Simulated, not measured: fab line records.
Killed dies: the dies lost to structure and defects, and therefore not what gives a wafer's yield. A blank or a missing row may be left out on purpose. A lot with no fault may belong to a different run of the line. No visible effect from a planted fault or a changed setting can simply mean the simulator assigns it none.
fab line records -- flow sky130
record lots=4, wafers=12, lastDay=50
route steps=708 shown VIA3@591 METAL4@598 CAP2M@603 PAD_OPEN@708
lots that met no fault: taken from a fault-free run of the same line
startH: hours from the record's first day to the start of the lot's first wafer shown -- waitH: time in hours since the lot's previous step -- " same as the row above -- L1.1+2: one row covering several wafers at once -- - either no value or no given start -- * or withheld: withheld -- < > ~ a bound
route shown NAME@n: NAME is a module with steps in the file, n the number in the route of the first one -- usual: the fault-free wafers' mean and standard deviation -- same: alike in all rows -- chamber/n: place in a boat -- sites: the reading at each site -- _std_site: the values' standard deviation -- _edge_site: inner sites' mean taken away from outer sites' mean -- radiusMm: how far each site lies from the wafer's centre -- mask NAME#n: copy n -- behind: the last tool/chamber to shape the wafer -- hold: what put the lot on hold/how long, in hours/how the hold closed -- device: transistor that didn't switch, given as n, p or np -- end of line: the tests these same wafers got at the end of their route -- a step with no rows: only its recipe -- killed: at the first sort, the dies lost to defects and structure; wafer yield is something else -- map: a wafer's dies, marking killed ones x, the rest . and places with no die _
set.NAME: the run value of the setting; set.NAME@STEP: its run value at that earlier step -- model.NAME: the simulator's own value behind a step, which no gauge read
lots at selected steps of the route; one table per step, one row per wafer
services: the hour from which a tool's chamber was out of use, counted from the record's first day as startH (under 0 if before that day), plus the number of hours and why
## steps
# step SKY_VIA3_CLEAN_18
# recipe chemistry=IPA, timeS=180, tempC=25
# step SKY_VIA3_CLEAN_19
# recipe chemistry=O3/DIW, dry=n2Spin
# step SKY_VIA3_SPUTTER_20
# recipe material=TiN, targetThkNm=20, chamberPressurePa=5, powerW=4000, timeS=80
# step SKY_VIA3_CVD_21
# recipe material=W, targetThkNm=390, timeS=117.31, tempC=400, pressureTorr=40
# step SKY_VIA3_CMP_24
# recipe stopOn=SiO2, tOverpolishS=20, downForcePsi=3.5, platenRpm=60, targetThkNm=0, padVelocityMS=0.94248
# step SKY_METAL4_SPUTTER_00
# recipe material=Ti, targetThkNm=15, powerW=3000, timeS=10, chamberPressurePa=0.4
# step SKY_METAL4_SPUTTER_01
# recipe material=TiN, targetThkNm=20, powerW=6500, timeS=16.7, chamberPressurePa=0.4
# step SKY_METAL4_SPUTTER_02
# recipe material=AlCu, targetThkNm=735, powerW=10600, timeS=39.1, chamberPressurePa=0.4
# step SKY_METAL4_SPUTTER_03
# recipe material=Ti, targetThkNm=5, powerW=3000, timeS=3.3, chamberPressurePa=0.4
# step SKY_METAL4_SPUTTER_04
# recipe material=TiN, targetThkNm=70, powerW=6500, timeS=58.3, chamberPressurePa=0.4
# step SKY_CAP2M_CVD_00
# recipe material=SiO2, targetThkNm=15.5, tempC=400, timeS=withheld, rfW=450
# usual heaterPowerW=736/91
lot.wafer,tool,chamber,startH,waitH,heaterPowerW,model.SiO2_of_CAP2M_CVD_00.thkNm
L598.2,pecvd-01,1,1018.21,0.0,690,14.95
L598.3,pecvd-01,2,1018.21,0.0,518,15.66
L598.4,pecvd-01,0,1018.21,0.0,919,15.58
L605.1,pecvd-02,1,1066.83,0.0,768,15.32
L605.2,pecvd-02,0,1066.83,0.0,778,15.3
L605.5,pecvd-02,1,1066.83,0.0,771,15.45
L606.1,pecvd-01,1,1072.01,0.0,717,8.735
L606.3,pecvd-01,0,1072.01,0.0,917,8.887
L606.5,pecvd-01,0,1072.01,0.0,904,15.1
L607.3,pecvd-01,0,1093.14,0.0,836,8.928
L607.4,pecvd-01,1,1093.14,0.0,567,15.17
L607.5,pecvd-01,2,1093.14,0.0,552,15.66
# step SKY_CAP2M_THK_MEAS_01
# recipe reads=SiO2_of_CAP2M_CVD_00
# usual CAP2M_CVD_00_THK=15.43/0.26
lot.wafer,tool,chamber,startH,waitH,hold,CAP2M_CVD_00_THK[nm]
L598.2,filmMetro-01,-,1018.24,-,-,14.97
L598.3,filmMetro-01,-,1018.24,-,-,15.73
L598.4,filmMetro-01,-,1018.24,-,-,15.50
L605.1,filmMetro-01,-,1066.85,-,-,15.28
L605.2,filmMetro-01,-,1066.85,-,-,15.28
L605.5,filmMetro-01,-,1066.85,-,-,15.45
L606.1,filmMetro-02,-,1072.03,-,awaitDispo/0.2h/release,8.73
L606.3,filmMetro-02,-,1072.03,-,awaitDispo/0.2h/release,8.85
L606.5,filmMetro-02,-,1072.03,-,awaitDispo/0.2h/release,15.14
L606.1,filmMetro-02,-,1072.25,0.2,-,8.74
L606.3,filmMetro-02,-,1072.25,0.2,-,8.93
L606.5,filmMetro-02,-,1072.25,0.2,-,15.16
L607.3,filmMetro-03,-,1093.18,-,awaitDispo/0.2h/release,8.92
L607.4,filmMetro-03,-,1093.18,-,awaitDispo/0.2h/release,15.20
L607.5,filmMetro-03,-,1093.18,-,awaitDispo/0.2h/release,15.67
L607.3,filmMetro-03,-,1093.41,0.2,-,8.93
L607.4,filmMetro-03,-,1093.41,0.2,-,15.13
L607.5,filmMetro-03,-,1093.41,0.2,-,15.62
# step SKY_CAP2M_SPUTTER_02
# recipe material=TiN, targetThkNm=200, tempC=300, powerW=6500, timeS=166.7, chamberPressurePa=0.4
# usual throttleValvePct=30.0/0.68
lot.wafer,tool,chamber,startH,waitH,hold,throttleValvePct
L598.2,pvdSputter-01,-,1018.29,0.0,-,30.1
L598.3,pvdSputter-01,-,1018.29,0.0,-,29.7
L598.4,pvdSputter-01,-,1018.29,0.0,-,31.1
L605.1,pvdSputter-04,-,1066.91,0.1,-,29.3
L605.2,pvdSputter-04,-,1066.91,0.1,-,30.8
L605.5,pvdSputter-04,-,1066.91,0.1,-,29.5
L606.1,pvdSputter-03,-,1074.77,2.5,awaitDispo/2.5h/release,30.2
L606.3,pvdSputter-03,-,1074.77,2.5,awaitDispo/2.5h/release,30.5
L606.5,pvdSputter-03,-,1074.77,2.5,awaitDispo/2.5h/release,30.0
L607.3,pvdSputter-01,-,1095.16,1.7,awaitDispo/1.7h/release,30.9
L607.4,pvdSputter-01,-,1095.16,1.7,awaitDispo/1.7h/release,29.3
L607.5,pvdSputter-01,-,1095.16,1.7,awaitDispo/1.7h/release,29.5
# step SKY_CAP2M_DEHYDRATE_05
# recipe tempC=200, timeS=60
# step SKY_CAP2M_HMDS_06
# recipe primeTimeS=60, primeTempC=120
# step SKY_CAP2M_COAT_07
# recipe resist=NOVOLAK, spinRpm=3000, resistThkNm=1140
# step SKY_CAP2M_SOFTBAKE_08
# recipe tempC=90, timeS=60, resist=NOVOLAK
# step SKY_CAP2M_EXPOSE_09
# recipe maskId=CAP2M, na=0.6, sourceShape=conventional, sigmaOuter=0.6, polarization=unpolarized, targetCdNm=1000, doseMj=159
# step SKY_CAP2M_PEB_10
# recipe tempC=withheld, timeS=*, resist=NOVOLAK
# step SKY_CAP2M_DEVELOP_11
# recipe resist=NOVOLAK, developer=TMAH, developTimeS=60, devTempC=23
# step SKY_CAP2M_METAL_ETCH_13
# recipe targetDepthNm=220, stopOn=SiO2, chemistry=Cl2/BCl3, target=TiN, pressureMtorr=10, icpW=900, biasW=48.5, Cl2_flow_sccm=60, bcl3FlowSccm=30, timeS=62.9
# step SKY_CAP2M_STRIP_14
# recipe chemistry=O2/N2, powerW=1400, pressureMtorr=1500, platenTempC=withheld, o2FlowSccm=3000, n2FlowSccm=300, overashFraction=0.5
# step SKY_CAP2M_STRIP_15
# recipe chemistry=postEtchResidueRemover, timeS=1200, tempC=72.5
# step SKY_CAP2M_CLEAN_16
# recipe chemistry=IPA, timeS=180, tempC=25
# step SKY_CAP2M_CLEAN_17
# recipe chemistry=O3/DIW, dry=n2Spin
# step SKY_METAL4_DEHYDRATE_05
# recipe tempC=200, timeS=60
# step SKY_METAL4_HMDS_06
# recipe primeTimeS=60, primeTempC=120
# step SKY_METAL4_COAT_07
# recipe resist=BARC, tempC=withheld, timeS=withheld, spinRpm=3000, resistThkNm=60
# step SKY_METAL4_COAT_08
# recipe resist=KrF-thick, spinRpm=3000, resistThkNm=1140
# step SKY_METAL4_SOFTBAKE_09
# recipe tempC=100, timeS=90, resist=KrF-thick
# step SKY_METAL4_EXPOSE_10
# recipe maskId=MM4, na=0.68, sourceShape=annular, sigmaInner=0.4, sigmaOuter=0.8, targetCdNm=300, doseMj=28
# step SKY_METAL4_PEB_11
# recipe pebTempC=withheld, pebTimeS=withheld, resist=KrF-thick
# step SKY_METAL4_DEVELOP_12
# recipe developTimeS=60, resist=KrF-thick, devTempC=21
# step SKY_METAL4_DESCUM_15
# recipe chemistry=O2, sourcePowerW=150, biasPowerW=0, pressureMtorr=10, tempC=40, timeS=8
# step SKY_METAL4_ETCH_16
# recipe chemistry=N2/H2, target=BARC, ionEnergyEv=200, biasW=100, pressureMtorr=30, n2FlowSccm=100, h2FlowSccm=200, icpW=500, stopOn=SiO2, timeS=88.2, targetDepthA=600
# step SKY_METAL4_ETCH_17
# recipe target=SiO2, stopOn=TiN, chemistry=C4F8/O2/Ar, sourceW=1500, biasW=1200, pressureMtorr=40, c4f8FlowSccm=withheld, O2_flow_sccm=6, Ar_flow_sccm=300, timeS=3.9, targetDepthA=150
# usual chamberPressureMTorr=40.00/0.047, oesProductAu=0.752/0.0076
lot.wafer,tool,chamber,startH,waitH,chamberPressureMTorr,oesProductAu,rfHoursCounterH,model.etch.depthNm
L598.2,rieDiel-02,3,1072.95,0.1,40.01,0.737,15,14.95
L598.3,rieDiel-02,0,1072.95,0.1,40.08,0.757,18,15.66
L598.4,rieDiel-02,2,1072.95,0.1,39.98,0.761,0,15.58
L605.1,rieDiel-04,1,1108.50,0.1,39.95,0.745,15,15.32
L605.2,rieDiel-04,0,1108.50,0.1,39.99,0.747,10,15.3
L605.5,rieDiel-04,2,1108.50,0.1,39.95,0.749,-,15.45
L606.1,rieDiel-03,2,1114.30,0.1,40.12,0.600,26,8.735
L606.3,rieDiel-03,1,1114.30,0.1,39.98,0.595,12,8.887
L606.5,rieDiel-03,0,1114.30,0.1,39.90,0.747,-,15.1
L607.3,rieDiel-02,2,1134.72,0.0,39.96,0.602,1,8.928
L607.4,rieDiel-02,1,1134.72,0.0,39.98,0.746,30,15.17
L607.5,rieDiel-02,1,1134.72,0.0,40.01,0.754,-,15.66
# step SKY_PAD_OPEN_PROBE_99
# usual defectLimitedYield=82.3/1.8, killed_at_M0_to_M3=43/6, killed_at_M4_up=3.2/1.9, killedAtContacts=25/5.4, killedAtFrontEnd=15/4.5, killedAtOther=0.3/0.59, killedDies=87/8.7, killedOpen=47/6.7, killedShort=39/5.7
# same grossDies=492, killedAtBackSide=0
lot.wafer,tool,chamber,startH,waitH,defectLimitedYield[%],killed_at_M0_to_M3,killed_at_M4_up,killedAtContacts,killedAtFrontEnd,killedAtOther,killedDies,killedOpen,killedShort,model.etest.tester.sortNPass,model.etest.tester.sortYieldPct,model.etest.tester.sort_bin_5_pct,model.etest.capMim2.bvV,model.etest.capMim2.leakLog10ACm2,model.etest.capMim2.cFfUm2,model.etest.tester.sort_bin_4_pct,model.etest.tester.sort_bin_8_pct
L598.2,prober-02,-,1160.04,0.1,84.6,41,3,24,8,0,76,31,45,416,84.55,8.333,13.29,-8.8,2.417,0,0
L598.3,prober-02,-,1160.09,0.2,81.3,48,4,22,17,1,92,52,39,400,81.3,10.57,13.74,-8.963,2.331,0,0
L598.4,prober-02,-,1160.14,0.2,82.7,39,4,29,12,1,85,52,33,407,82.72,9.959,14.01,-9.171,2.338,0,0
L605.1,prober-01,-,1188.19,0.1,80.7,49,2,26,18,0,95,48,47,397,80.69,10.37,13.54,-8.91,2.364,0,0
L605.2,prober-01,-,1188.24,0.1,78.5,58,5,18,25,0,106,56,50,386,78.46,14.02,13.73,-8.937,2.394,0,0
L605.5,prober-01,-,1188.39,0.2,81.7,44,1,26,19,0,90,44,46,402,81.71,11.38,13.69,-9.021,2.35,0,0
L606.1,prober-02,-,1193.98,0.1,82.7,45,2,22,16,0,85,40,43,0,0,93.29,7.779,-5.927,4.142,3.19e-05,9.864e-34
L606.3,prober-02,-,1194.08,0.2,82.1,42,4,25,17,0,88,47,41,0,0,93.7,8.028,-5.916,4.071,7.246e-07,5.103e-30
L606.5,prober-02,-,1194.18,0.2,82.5,42,1,34,9,0,86,45,41,406,82.52,11.18,13.86,-8.873,2.401,0,0
L607.3,prober-01,-,1208.69,0.2,83.9,40,2,29,8,0,79,52,27,0,0,93.5,7.944,-5.978,4.06,2.793e-06,4.127e-23
L607.4,prober-01,-,1208.74,0.2,82.5,40,1,31,14,0,86,54,32,406,82.52,9.553,13.62,-9.081,2.379,0,0
L607.5,prober-01,-,1208.79,0.2,78.9,52,1,36,14,1,104,50,54,388,78.86,11.38,13.91,-9.051,2.324,0,0
# killed by level:class
L598.2 LOCAL_INTERCONNECT:geometricParticle:short=7 METAL1:geometricParticle:short=7 VIA1:geometricParticle:open=7 VIA3:geometricParticle:open=6 VIA2:geometricParticle:open=5 LI_CONTACT:geometricParticle:open=5 VIA2:geometricParticle:short=5 VIA3:geometricParticle:short=5
L598.3 VIA1:geometricParticle:open=11 CONTACT:geometricParticle:open=10 VIA3:geometricParticle:open=7 VIA2:geometricParticle:open=6 LI_CONTACT:geometricParticle:open=6 FIELD_ISO:geometricParticle:short=5 METAL2:geometricParticle:short=5 METAL1:geometricParticle:short=4
L598.4 CONTACT:geometricParticle:open=11 VIA1:geometricParticle:open=10 VIA3:geometricParticle:open=9 LI_CONTACT:geometricParticle:open=7 VIA3:geometricParticle:short=6 CONTACT:geometricParticle:short=5 FIELD_ISO:geometricParticle:short=4 VIA2:geometricParticle:open=4
L605.1 CONTACT:geometricParticle:open=15 VIA1:geometricParticle:open=11 FIELD_ISO:geometricParticle:short=8 LOCAL_INTERCONNECT:geometricParticle:short=6 METAL1:geometricParticle:short=6 VIA3:geometricParticle:open=6 METAL3:geometricParticle:short=6 VIA1:geometricParticle:short=5
L605.2 VIA1:geometricParticle:open=12 METAL1:geometricParticle:short=11 FIELD_ISO:geometricParticle:open=9 VIA1:geometricParticle:short=8 VIA3:geometricParticle:open=6 POLY_GATE:geometricParticle:short=5 POLY_GATE:geometricParticle:open=5 LI_CONTACT:geometricParticle:open=5
L605.5 VIA1:geometricParticle:open=12 CONTACT:geometricParticle:short=9 CONTACT:geometricParticle:open=7 VIA2:geometricParticle:open=7 VIA1:geometricParticle:short=7 POLY_GATE:geometricParticle:short=5 LI_CONTACT:geometricParticle:open=5 LOCAL_INTERCONNECT:geometricParticle:short=5
L606.1 VIA1:geometricParticle:open=13 VIA2:geometricParticle:open=8 LI_CONTACT:geometricParticle:open=7 POLY_GATE:geometricParticle:short=6 VIA1:geometricParticle:short=6 CONTACT:geometricParticle:short=5 CONTACT:geometricParticle:open=4 METAL1:geometricParticle:short=4
L606.3 VIA2:geometricParticle:open=9 CONTACT:geometricParticle:open=7 METAL1:geometricParticle:short=7 VIA1:geometricParticle:open=7 FIELD_ISO:geometricParticle:open=6 LI_CONTACT:geometricParticle:open=6 LOCAL_INTERCONNECT:geometricParticle:short=6 POLY_GATE:geometricParticle:short=4
L606.5 VIA1:geometricParticle:open=13 CONTACT:geometricParticle:open=13 VIA2:geometricParticle:open=6 LI_CONTACT:geometricParticle:short=6 CONTACT:geometricParticle:short=6 METAL1:geometricParticle:short=6 LI_CONTACT:geometricParticle:open=5 VIA2:geometricParticle:short=5
L607.3 CONTACT:geometricParticle:open=13 VIA2:geometricParticle:open=8 LI_CONTACT:geometricParticle:open=8 VIA3:geometricParticle:open=7 VIA1:geometricParticle:open=6 VIA1:geometricParticle:short=5 CONTACT:geometricParticle:short=4 LOCAL_INTERCONNECT:geometricParticle:short=3
L607.4 CONTACT:geometricParticle:open=13 VIA1:geometricParticle:open=12 LI_CONTACT:geometricParticle:open=8 VIA1:geometricParticle:short=8 FIELD_ISO:geometricParticle:short=4 POLY_GATE:geometricParticle:open=4 LOCAL_INTERCONNECT:geometricParticle:short=4 VIA2:geometricParticle:open=4
L607.5 METAL2:geometricParticle:short=12 LI_CONTACT:geometricParticle:open=11 CONTACT:geometricParticle:open=11 VIA3:geometricParticle:open=8 VIA1:geometricParticle:open=7 LOCAL_INTERCONNECT:geometricParticle:short=6 METAL3:geometricParticle:short=5 CONTACT:geometricParticle:short=5
## services
tool,chamber,startH,hours,kind
pecvd-01,0,996.91,9.3,repair
pecvd-02,1,999.38,-,clean
pecvd-02,1,999.38,-,consumableReplace:showerhead
pecvd-02,1,999.38,29.0,scheduledDown
pecvd-02,1,999.38,29.0,ventCycle
pecvd-01,2,1006.28,5.5,scheduledDown
pvdSputter-01,-,1019.09,2.4,repair
rieDiel-04,1,1024.82,17.9,repair
pecvd-01,1,1025.56,2.1,scheduledDown
pecvd-01,0,1031.31,2.1,scheduledDown
rieDiel-04,3,1034.18,5.4,repair
rieDiel-03,2,1039.15,12.6,repair
pecvd-02,0,1042.87,2.1,scheduledDown
rieDiel-02,2,1046.22,-,clean
rieDiel-02,2,1046.22,23.2,scheduledDown
rieDiel-02,2,1046.22,23.2,ventCycle
pecvd-02,-,1056.67,6.0,pm
rieDiel-03,3,1068.70,7.0,repair
rieDiel-03,0,1080.12,2.6,repair
rieDiel-02,2,1089.08,32.1,repair
pecvd-01,-,1101.12,2.1,repair
rieDiel-02,0,1102.04,13.7,repair
pecvd-01,0,1115.03,2.4,repair
pvdSputter-03,-,1130.40,0.9,repair
## key
firstSign step=SKY_CAP2M_THK_MEAS_01, reading=visit, direction=added
effect step=SKY_CAP2M_THK_MEAS_01, reading=CAP2M_CVD_00_THK, direction=down, sigmas=25, usual=15.43, struck=8.83
effect step=SKY_METAL4_ETCH_17, reading=oesProductAu, direction=down, sigmas=20, usual=0.752, struck=0.599
modelEffect step=SKY_CAP2M_CVD_00, value=SiO2_of_CAP2M_CVD_00.thkNm, without=14.93, struck=8.85
modelEffect step=SKY_METAL4_ETCH_17, value=etch.depthNm, without=14.93, struck=8.85
modelEffect step=SKY_PAD_OPEN_PROBE_99, value=etest.tester.sortNPass, without=408, struck=0
metAt SKY_CAP2M_CVD_00
struckWafers L606.1,L606.3,L607.3
onsetBetween 1018.21 1072.01
fault kind=processParameterDrift, tool=pecvd-01, chamber=-, onsetH=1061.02, steps=SKY_CAP2M_CVD_00, channel=targetThkNm, offset=-6.1275, shape=step, endH=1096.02, scope=struckWafersOnly, actsIn=theseRecipesOnly, stated=15.5
